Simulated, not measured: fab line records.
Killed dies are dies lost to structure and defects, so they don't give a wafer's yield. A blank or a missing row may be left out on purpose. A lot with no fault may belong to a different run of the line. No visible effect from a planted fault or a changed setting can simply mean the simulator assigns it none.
A struck lot beside a sound one | flow gf180mcu | 44 out of 602 route steps
Sound: these wafers, L457.2, L457.4, L457.5. The struck wafers were L466.1, L466.2, L466.3. The cause is named last.
Order at every step that has rows: each side's tool, ch and its chambers, its first start. Under that, the readings that differ: sound wafers | struck wafers | difference of the means | sigmas: that difference in standard deviations of wafers without a fault.
alike: readings with means less than 2 such deviations apart, plus words and numbers identical on both sides. not compared: withheld readings, readings lacking a value on some wafer, bounds such as >300 that could conceal the same value, and numbers that have no deviation in the record and whose values overlap.
A row with sigmas, a row that says differs or no value, or rows on one side alone: a step with any of these is where the two part. Non-overlapping numbers with no deviation appear without sigmas and do not part them. A reading missing from all wafers of one side parts the sides only when that side holds two or more wafers.

first, 1 step without rows for these wafers: GF_MVSD_IMPLANT_09.
GF_MVSD_STRIP_10: strips in O2/N2.
  sound on plasma-asher-01 ch 0,1, day 6 04:58; struck on plasma-asher-01 ch 0,1, day 8 09:27
  alike: drypump-motor-current-A, heater-power-w, oes-product-au, platen-temp-c, strip-time-to-endpoint-s
  not compared: rf-hours-counter-h
GF_MVSD_TW_MEAS_11:
  sound on film-metro-02 at day 6 05:04; struck on film-metro-01 at day 8 09:33
  alike: MVSD_TW
then, 7 steps without rows for these wafers: GF_MVPSD_DEHYDRATE_00 (time 60 s); GF_MVPSD_HMDS_01 (prime time 60 s); GF_MVPSD_COAT_02 (resist thk 3000 nm); GF_MVPSD_SOFTBAKE_03; GF_MVPSD_EXPOSE_04 (exposes mask MVPSD, target cd 1000 nm); GF_MVPSD_PEB_05; GF_MVPSD_DEVELOP_06 (develop time 60 s).
GF_MVPSD_OVL_MEAS_07:
  sound on overlay-01 at day 6 18:46; struck on overlay-02 at day 9 01:34
  reading        | sound          | struck       | difference | sigmas
  MVPSD_OVL (nm) | -3.2 -2.3 -2.3 | 1.7 0.2 -1.3 | +2.8       | +2
following that, these wafers have no rows for 1 step: GF_MVPSD_IMPLANT_08.
GF_MVPSD_IMPLANT_09:
  sound on implanter-01 ch 0, day 6 18:58; struck on implanter-01 ch 0, day 9 01:45
  reading                   | sound                | struck               | difference | sigmas
  beam-energy-keV           | 40.017 40.004 40.014 | 35.673 35.691 35.688 | -4.328     | -99 or more
  model.implant.rp-nm (nm)  | 133.1 133.1 133.1    | 116.3 116.3 116.3    | -16.8      |
  model.implant.drp-nm (nm) | 51.21 51.21 51.21    | 47.95 47.95 47.95    | -3.26      |
  alike: beam-on-s, tilt-deg
GF_MVPSD_STRIP_10: strips in O2/N2.
  sound on plasma-asher-03 ch 1, day 6 19:05; struck on plasma-asher-04 ch 0,1, day 9 01:54
  alike: drypump-motor-current-A, heater-power-w, oes-product-au, platen-temp-c, strip-time-to-endpoint-s
  not compared: rf-hours-counter-h
GF_MVPSD_TW_MEAS_11:
  sound on film-metro-04 at day 6 19:12; struck on film-metro-01 at day 9 02:00
  alike: MVPSD_TW
then, 7 steps without rows for these wafers: GF_VT_IMPLANT_DEHYDRATE_00 (time 60 s); GF_VT_IMPLANT_HMDS_01 (prime time 60 s); GF_VT_IMPLANT_COAT_02 (resist thk 1000 nm); GF_VT_IMPLANT_SOFTBAKE_03 (time 60 s); GF_VT_IMPLANT_EXPOSE_04 (exposes mask LVPWELL LV AREA, target cd 600 nm); GF_VT_IMPLANT_PEB_05; GF_VT_IMPLANT_DEVELOP_06 (develop time 60 s).
GF_VT_IMPLANT_OVL_MEAS_07:
  sound on overlay-02 at day 7 10:02; struck on overlay-01 at day 9 19:01
  alike: VT_IMPLANT_OVL
following that, these wafers have no rows for 1 step: GF_VT_IMPLANT_IMPLANT_08.
GF_VT_IMPLANT_STRIP_09: strips in O2/N2.
  sound on plasma-asher-03 ch 0,1, day 7 10:13; struck on plasma-asher-03 ch 0,1, day 9 19:12
  alike: drypump-motor-current-A, heater-power-w, oes-product-au, platen-temp-c, strip-time-to-endpoint-s
  not compared: rf-hours-counter-h
GF_VT_IMPLANT_TW_MEAS_10:
  sound on film-metro-04 at day 7 10:19; struck on film-metro-04 at day 9 19:18
  alike: VT_IMPLANT_TW
then, 7 steps without rows for these wafers: GF_VT_IMPLANT_DEHYDRATE_11 (time 60 s); GF_VT_IMPLANT_HMDS_12 (prime time 60 s); GF_VT_IMPLANT_COAT_13 (resist thk 1000 nm); GF_VT_IMPLANT_SOFTBAKE_14 (time 60 s); GF_VT_IMPLANT_EXPOSE_15 (exposes mask Nwell LV AREA, target cd 860 nm); GF_VT_IMPLANT_PEB_16; GF_VT_IMPLANT_DEVELOP_17 (develop time 60 s).
GF_VT_IMPLANT_OVL_MEAS_18:
  sound on overlay-02 at day 8 01:35; struck on overlay-02 at day 10 12:24
  reading                | sound          | struck      | difference | sigmas
  VT_IMPLANT_01_OVL (nm) | -2.6 -4.8 -1.7 | 1.3 2.1 2.4 | +5.0       | +3
following that, these wafers have no rows for 1 step: GF_VT_IMPLANT_IMPLANT_19.
GF_VT_IMPLANT_STRIP_20: strips in O2/N2.
  sound on plasma-asher-04 ch 0,1, day 8 01:46; struck on plasma-asher-03 ch 0,1, day 10 12:35
  reading                     | sound       | struck      | difference | sigmas
  drypump-motor-current-A (A) | 4.8 4.8 5.7 | 6.2 6.1 6.2 | +1.1       | +2
  alike: heater-power-w, oes-product-au, platen-temp-c, strip-time-to-endpoint-s
  not compared: rf-hours-counter-h
GF_VT_IMPLANT_TW_MEAS_21:
  sound on film-metro-04 at day 8 01:52; struck on film-metro-01 at day 10 12:41
  alike: VT_IMPLANT_2_TW
then, 5 steps without rows for these wafers: GF_VT_IMPLANT_DEHYDRATE_22 (time 60 s); GF_VT_IMPLANT_HMDS_23 (prime time 60 s); GF_VT_IMPLANT_COAT_24 (resist thk 1000 nm); GF_VT_IMPLANT_SOFTBAKE_25 (time 60 s); GF_VT_IMPLANT_EXPOSE_26 (exposes mask LVPWELL HV AREA, target cd 860 nm).
GF_VT_IMPLANT_RS_MEAS_49: measures by four-point-probe.
  sound on film-metro-02 at day 9 12:03; struck on film-metro-02 at day 12 01:01
  alike: MVPSD_RS
following that, these wafers have no rows for 1 step: GF_PASSIVATION_PROBE_99.

## WHERE THEY PART
Earliest at GF_MVPSD_OVL_MEAS_07; latest, in this record, at GF_VT_IMPLANT_STRIP_20. Later steps at which nothing parts them and some readings are alike: GF_VT_IMPLANT_TW_MEAS_21, GF_VT_IMPLANT_RS_MEAS_49.

WHY: what had been put in by the simulator
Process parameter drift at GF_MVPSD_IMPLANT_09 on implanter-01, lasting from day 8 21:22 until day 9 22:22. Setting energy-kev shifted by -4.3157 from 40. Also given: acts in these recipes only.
